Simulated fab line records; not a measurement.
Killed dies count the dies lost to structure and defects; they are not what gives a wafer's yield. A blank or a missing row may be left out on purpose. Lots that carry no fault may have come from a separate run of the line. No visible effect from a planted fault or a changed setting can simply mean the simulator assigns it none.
Problem report in the 8D (eight disciplines) form, filled by code -- flow sky130 -- the parts of the form that need people (team, actions taken, sign-off) are left out

1. WHAT WENT WRONG
Mean of chamber pressure pa at SKY_METAL5_SPUTTER_02: 0.4547 Pa across 3 wafers in 2 lots; on wafers with no fault it is 0.4001 Pa (standard deviation 0.00075). Measured from the usual mean, that is +73 standard deviations.
The step: material AlCu, target thk 1150 nm, time 61.2 s.
Earliest sighting: wafer L991.1 on pvd sputter-02 at day 48 07:18. The record has a number at this step for 36 wafers belonging to 12 lots. Rule for "out" (also "out of limits"): further than 4 standard deviations from the usual mean. Any other wafer with a number is counted as sound.

2. WHAT IT IS, AND WHAT IT ISN'T
question,is,is not
which readings at this step,chamber pressure pa,throttle valve pct
which lots,"L991, L992","L973, L977, L978, L979, L981, L982, L984, L986, L989, L990"
which wafers of those lots,"L991.1, L992.3, L992.6","L991.2, L991.3, L992.1"
read on which tools,pvd sputter-02,"pvd sputter-03, pvd sputter-04"
when,from day 48 07:18,up to then (32 sound wafers); but 1 sound wafer of L992 came after

3. SUSPECTS, AND WHAT RULES EACH OUT
Counting: if a tool at a process step up to the reading ran every lot that is out, it stays a suspect. Sound lots after the first of them don't rule it out here, since some wafers of a struck lot are sound.
- pecvd-03 at SKY_CAP2M_CVD_00 (deposits SiO2, target thk 15.5 nm): kept. It ran every lot that is out, first L991 (day 45 14:29); its last sound lot up to then is L989 (day 44 15:11).
- pvd sputter-02 at SKY_METAL5_SPUTTER_02 (material AlCu, target thk 1150 nm, time 61.2 s): kept. It ran every lot that is out, first L991 (day 48 07:18); its last sound lot up to then is L986 (day 46 16:00). On those wafers its own readings are out: chamber pressure pa.
- In pecvd-03 at SKY_CAP2M_CVD_00, the wafers that are out were processed in chamber 2 and their sound lot-mates in chambers 0, 1.
Left after counting: pecvd-03 at SKY_CAP2M_CVD_00, pvd sputter-02 at SKY_METAL5_SPUTTER_02.

4. THE CAUSE (what the simulator had put in)
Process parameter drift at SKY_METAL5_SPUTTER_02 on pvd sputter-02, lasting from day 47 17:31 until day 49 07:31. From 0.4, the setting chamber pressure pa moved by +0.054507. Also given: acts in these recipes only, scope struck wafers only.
After counting, 2 suspects remain, this tool included.

5. SEQUENCE OF EFFECTS, ordered by route
Each row: a reading where the mean over the struck wafers with a number is more than 3 standard deviations away from the usual. Only readings whose record carries a usual standard deviation are examined. hours: median over the lots of the time between each lot's start at the first step of this table that gives one and its start at this step. sigmas: the change, counted in usual standard deviations.
hours,step,reading,usual,on struck wafers,change,sigmas
0,SKY_METAL5_SPUTTER_02,chamber pressure pa,0.4001 Pa,0.4547,+0.0546,+73
0,SKY_METAL5_RS_MEAS_05,METAL5_ALCU_RS,0.02699 ohm/sq,0.02798,+0.00099,+3.5
Here are the process steps it includes:
- SKY_METAL5_SPUTTER_02: material AlCu, target thk 1150 nm, time 61.2 s.

6. HOW IT WOULD HAVE BEEN CAUGHT EARLIER
In this record no reading fell out of limits until day 48 07:18, 14 hours after the fault had begun at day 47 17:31.
